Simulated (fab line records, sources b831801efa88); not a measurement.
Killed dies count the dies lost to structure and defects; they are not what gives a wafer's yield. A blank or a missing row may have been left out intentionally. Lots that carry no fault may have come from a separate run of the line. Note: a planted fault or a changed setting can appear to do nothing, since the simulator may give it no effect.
Problem report in the 8D (eight disciplines) form, filled by code | flow sfq line | the parts of the form that need people (team, actions taken, sign-off) are left out

== 1. PROBLEM STATEMENT ==
At SFQ_TRILAYER_R5_LITHO_EXPOSE_137, exposure dose mJ cm2 averages 13.521 over 12 wafers from 4 lots, while fault-free wafers read 14.401, standard deviation 0.013. Measured from the usual mean, that is -68 standard deviations.
The step: exposes mask R5, target cd 500 nm.
Seen first at day 62 16:25 on krf scanner-01, wafer L982.1. Wafers with a number at this step in the record: 48, from 16 lots. Rule for "out" (also "out of limits"): further than 4 standard deviations from the usual mean. Any other wafer with a number is counted as sound.

== 2. WHAT IT IS, WHAT IT ISN'T ==
question                    | is                     | is not
which readings at this step | exposure dose mJ cm2   | -
which lots                  | L982, L984, L990, L991 | L100, L101, L978, L979, L981, L983, L993, L994, L995, L996, L997, L999
which wafers of those lots  | all that have a number | -
read on which tools         | krf scanner-01         | krf scanner-02
when                        | from day 62 16:25      | up to then (9 sound wafers); but 27 sound wafers of L100, L101, L983, L993, L994, L995, L996, L997, L999 came after

== 3. SUSPECTS, AND WHAT RULES EACH OUT ==
Counting: any tool at a process step up to the reading is kept as a suspect provided that every lot that is out went through it and no sound lot did after the first of them.
- krf scanner-01 at SFQ_TRILAYER_R5_LITHO_EXPOSE_137 (exposes mask R5, target cd 500 nm): kept. Every lot that is out went through it, starting with L982 (day 62 16:25), and after that it ran no sound lot; the last sound lot it ran before then is L981 (day 62 13:25). Out on those wafers are its own readings of exposure dose mJ cm2.
Remaining after the count: krf scanner-01 at SFQ_TRILAYER_R5_LITHO_EXPOSE_137.

== 4. THE CAUSE (what the simulator had put in) ==
Drift in process parameters on krf scanner-01 at SFQ_TRILAYER_R5_LITHO_EXPOSE_137, starting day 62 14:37. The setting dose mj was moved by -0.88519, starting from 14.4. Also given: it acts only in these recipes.
This tool alone remained once counting was done.

== 5. THE EFFECT CHAIN, in route order ==
One row per reading whose mean, taken over the struck wafers that have a number, lies over 3 standard deviations from the usual. Only readings whose record carries a usual standard deviation are examined. hours: median over the lots of the time between each lot's start at the first step of this table that gives one and its start at this step. sigmas: the change, counted in usual standard deviations.
hours | step                             | reading              | usual  | on struck wafers | change | sigmas
0     | SFQ_TRILAYER_R5_LITHO_EXPOSE_137 | exposure dose mJ cm2 | 14.401 | 13.521           | -0.880 | -68
Here are the process steps it includes:
- SFQ_TRILAYER_R5_LITHO_EXPOSE_137: exposes mask R5, target cd 500 nm.

== 6. WHAT WOULD HAVE CAUGHT IT SOONER ==
The fault began at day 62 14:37; the first out-of-limits reading in this record came at day 62 16:25, 2 hours later.
